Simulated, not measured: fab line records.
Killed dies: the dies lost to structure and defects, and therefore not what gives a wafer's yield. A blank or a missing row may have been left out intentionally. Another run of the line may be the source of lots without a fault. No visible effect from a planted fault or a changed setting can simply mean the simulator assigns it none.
A struck lot beside a sound one / flow sfq_line / 13 out of 325 route steps
Sound: wafers L891.2, L891.5, L891.6. Wafers L904.1, L904.3, L904.5 were the ones struck. At the end, the cause is stated.
For every step that has rows: the tool of each side, followed by ch and its chambers, followed by its first start. Under that, the readings that differ: sound wafers / struck wafers / difference of the means / sigmas: that difference in standard deviations of wafers without a fault.
alike: readings whose means differ by less than 2 such deviations, and words and numbers that are the same on both sides. not compared: withheld readings, readings that some wafer has no value for, bounds like >300 that may hide the same value, and numbers for which the record gives no deviation and whose values overlap.
A row with sigmas, a row that says differs or no value, or rows on one side alone: a step with any of these is where the two part. Non-overlapping numbers with no deviation appear without sigmas and do not part them. A reading that every wafer of one side lacks parts them only if that side has two wafers or more.

SFQ_I1_OVL_MEAS_913:
  sound on overlay-02 at day 17 21:01; struck on overlay-02 at day 23 06:41
  alike: I1_OVL
SFQ_TRILAYER_I1_VIA_BARC_OPEN_VIA_ETCH_071: etches BARC in O2, target depth 125 nm, time 41.7 s.
  sound on rie_diel-02 ch 0,1, day 17 21:03; struck on rie_diel-01 ch 0,1,3, day 23 06:43
  alike: drypump_motor_current_A, oes_product_au
  not compared: rf_hours_counter_h
SFQ_TRILAYER_I1_VIA_ETCH_VIA_ETCH_052: etches SiO2 in CHF3, stops on Nb, target depth 260 nm.
  sound on rie_diel-02 ch 0,1, day 17 21:05; struck on rie_diel-01 ch 0,1,3, day 23 06:46
  alike: drypump_motor_current_A, oes_product_au
SFQ_TRILAYER_I1_VIA_STRIP_STRIP_053: strips in O2.
  sound on rie_metal-01 ch 0,1, day 17 21:13; struck on rie_metal-01 ch 0,1, day 23 06:52
  alike: drypump_motor_current_A, oes_product_au
  not compared: rf_hours_counter_h
then, 2 steps without rows for these wafers: SFQ_TRILAYER_I1_VIA_STRIP_SOLV_CLEAN_054 (cleans in NMP, time 600 s); SFQ_TRILAYER_M2_DEP_PRE_CLEAN_056 (time 22.5 s).
SFQ_TRILAYER_M2_DEP_SPUTTER_055: material Nb, target thk 200 nm, time 133.3 s.
  sound on pvd_sputter-05 at day 17 22:13; struck on pvd_sputter-04 at day 23 07:40
  alike: chamber_pressure_pa, throttle_valve_pct
SFQ_M2_RS_MEAS_914: a four-point-probe measurement.
  sound on film_metro-03 at day 17 22:19; struck on film_metro-04 at day 23 07:46
  alike: M2_NB_RS
then, 3 steps without rows for these wafers: SFQ_TRILAYER_M2_LITHO_COAT_062 (resist thk 62 nm); SFQ_TRILAYER_M2_LITHO_COAT_057 (resist thk 600 nm); SFQ_TRILAYER_M2_LITHO_SOFTBAKE_061.
SFQ_TRILAYER_M2_LITHO_EXPOSE_058: exposes mask M2, target cd 500 nm.
  struck on krf_scanner-01, day 24 17:31; sound on krf_scanner-01 ch 0, day 18 14:06
  no value came back on the struck wafers for exposure_dose_mJ_cm2, focus_offset_nm (nm); on the sound wafers exposure_dose_mJ_cm2 reads 14.400 14.417 14.393
  alike: mask
then, 1 step without rows for these wafers: SFQ_TRILAYER_M2_LITHO_PEB_060 (peb time 60 s).

## WHERE THEY PART
Within this record, at SFQ_TRILAYER_M2_LITHO_EXPOSE_058 only.

WHY: what the simulator had put in
Whole step skipped at SFQ_TRILAYER_M2_LITHO_EXPOSE_058 on krf_scanner-01, starting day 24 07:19. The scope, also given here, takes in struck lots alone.
